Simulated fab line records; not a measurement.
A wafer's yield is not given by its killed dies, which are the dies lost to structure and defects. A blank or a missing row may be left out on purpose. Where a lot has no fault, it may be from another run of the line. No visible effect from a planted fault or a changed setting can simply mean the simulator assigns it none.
Lot-split experiment | flow sky130 | route with 708 steps; 5 lots, 23 wafers read

== ABOUT THE SPLIT ==
At SKY_CONTACT_COAT_09 (resist thk 450 nm), the setting resist thk nm was moved away from the recipe's 450 nm on 7 of the 23 wafers read, by -5.6% to +3.7%. This setting was run at the recipe's value on the other wafers.

== FROM THE SPLIT TO THE READING: what the file shows between them, 3 steps ==
- SKY_CONTACT_DEVELOP_13: develop time 60 s (also split here: develop time s)
- SKY_CONTACT_ETCH_16: etches BARC in N2/H2, stops on SiO2, time 45.9 s, target depth 60 nm
- SKY_CONTACT_ETCH_17: etches SiO2 in C4F8/O2/Ar, stops on Si3N4, target depth 340 nm

== THE READING ==
KrF-thick_of_CONTACT_COAT_09.thk nm (the simulator's own value, which no gauge read), in nm, at SKY_CONTACT_ETCH_18 (etches Si3N4 in CHF3/O2, stops on TiN, time 39 s, target depth 75 nm). The file does not state a usual value for it. Average 241.3 nm, standard deviation 2.7 nm, over the 16 wafers here run with the recipe.

wafer  | tool, chamber at the split | resist thk nm as run, nm | against the recipe | KrF-thick_of_CONTACT_COAT_09.thk nm, nm | against lot-mates on the recipe
L076.2 | litho track-01, 0          | 450                      | recipe             | 241.2                                   | -
L076.4 | litho track-01, 0          | 450                      | recipe             | 236.5                                   | -
L076.5 | litho track-01, 0          | 450                      | recipe             | 240                                     | -
L077.1 | litho track-03, 0          | 450                      | recipe             | 245.1                                   | -
L077.2 | litho track-03, 0          | 450                      | recipe             | 238                                     | -
L077.4 | litho track-03, 0          | 450                      | recipe             | 241.5                                   | -
L077.5 | litho track-03, 0          | 450                      | recipe             | 237.6                                   | -
L077.6 | litho track-03, 0          | 450                      | recipe             | 243.1                                   | -
L082.1 | litho track-01, 0          | 466.6                    | +3.7%              | 253.2                                   | +10.2
L082.2 | litho track-01, 0          | 450                      | recipe             | 243.2                                   | -
L082.3 | litho track-01, 0          | 450                      | recipe             | 242.8                                   | -
L082.4 | litho track-01, 0          | 466.6                    | +3.7%              | 251.8                                   | +8.8
L082.6 | litho track-01, 0          | 466.6                    | +3.7%              | 253                                     | +10.0
L083.1 | litho track-04, 0          | 450                      | recipe             | 242.6                                   | -
L083.2 | litho track-04, 0          | 450                      | recipe             | 244.1                                   | -
L083.3 | litho track-04, 0          | 465                      | +3.3%              | 256.5                                   | +12.3
L083.4 | litho track-04, 0          | 450                      | recipe             | 245.9                                   | -
L083.6 | litho track-04, 0          | 465                      | +3.3%              | 256.3                                   | +12.1
L084.1 | litho track-04, 0          | 424.8                    | -5.6%              | 216.5                                   | -23.1
L084.2 | litho track-04, 0          | 450                      | recipe             | 241                                     | -
L084.3 | litho track-04, 0          | 450                      | recipe             | 238.5                                   | -
L084.5 | litho track-04, 0          | 450                      | recipe             | 239.4                                   | -
L084.6 | litho track-04, 0          | 424.8                    | -5.6%              | 214                                     | -25.6

FIT RESULTS
A straight line over all 23 wafers: KrF-thick_of_CONTACT_COAT_09.thk nm changes by +4.15 nm for each +1% of resist thk nm; r = +0.96; the points scatter about the line by 2.9 nm.
The same after taking each lot's own level away (the mean of its wafers on the recipe; 23 wafers): +3.71 nm for each +1%; r = +0.97; scatter 2.4 nm.
On that fit, the largest move of resist thk nm shifts the reading by 21 nm.
From 239.23 to 244.20 nm: that is the span of the lots' own levels, equal to 1.9 times the standard deviation above.
Thus the slope moves with the lot-to-lot level: the two fits are different.
Check: for one of the wafers moved furthest among these (-5.6%), held out of the fit, the line's prediction against its lot-mates is -20.9 nm. It came out at -23.1 nm against them.

== THE OTHER SPLITS THESE WAFERS WENT THROUGH ==
Note: prior to the reading, these wafers also went through further splits. Each is held against what the fit with the lots' levels taken away leaves over:
other split on the same wafers                | wafers away from the commonest value | r with KrF-thick_of_CONTACT_COAT_09.thk nm (lot level and that fit taken away)
SKY_LI_CONTACT_ETCH_14 time s                 | 5                                    | -0.14
SKY_LI_CONTACT_SPUTTER_19 power w             | 8                                    | +0.03
SKY_LOCAL_INTERCONNECT_SPUTTER_00 time s      | 5                                    | -0.31
SKY_LOCAL_INTERCONNECT_ETCH_13 pressure mtorr | 10                                   | -0.03
SKY_CONTACT_DEVELOP_13 develop time s         | 9                                    | -0.18

== THE WHOLE CHAIN: every reading that the file lists as answering this split, in the file's order ==
step                 | what it does                                                         | reading                                                                              | change (the file's fit)              | r (the file's)
SKY_CONTACT_COAT_09  | resist thk 450 nm                                                    | KrF-thick_of_CONTACT_COAT_09.thk nm (the simulator's own value, which no gauge read) | +4.37 nm for each +1% of the setting | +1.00
SKY_CONTACT_ETCH_16  | etches BARC in N2/H2, stops on SiO2, time 45.9 s, target depth 60 nm | KrF-thick_of_CONTACT_COAT_09.thk nm (the simulator's own value, which no gauge read) | +4.26 nm for each +1% of the setting | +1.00
SKY_CONTACT_ETCH_17  | etches SiO2 in C4F8/O2/Ar, stops on Si3N4, target depth 340 nm       | KrF-thick_of_CONTACT_COAT_09.thk nm (the simulator's own value, which no gauge read) | +4.07 nm for each +1% of the setting | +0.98
SKY_CONTACT_ETCH_18  | etches Si3N4 in CHF3/O2, stops on TiN, time 39 s, target depth 75 nm | KrF-thick_of_CONTACT_COAT_09.thk nm (the simulator's own value, which no gauge read) | +3.8 nm for each +1% of the setting  | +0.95
SKY_CONTACT_STRIP_19 | strips in O2/N2                                                      | strip time to endpoint s                                                             | withheld for each +1% of the setting | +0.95

== FILE'S OWN FIT ==
KrF-thick_of_CONTACT_COAT_09.thk nm changes by +3.8 nm for each +1% of resist thk nm, r = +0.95.
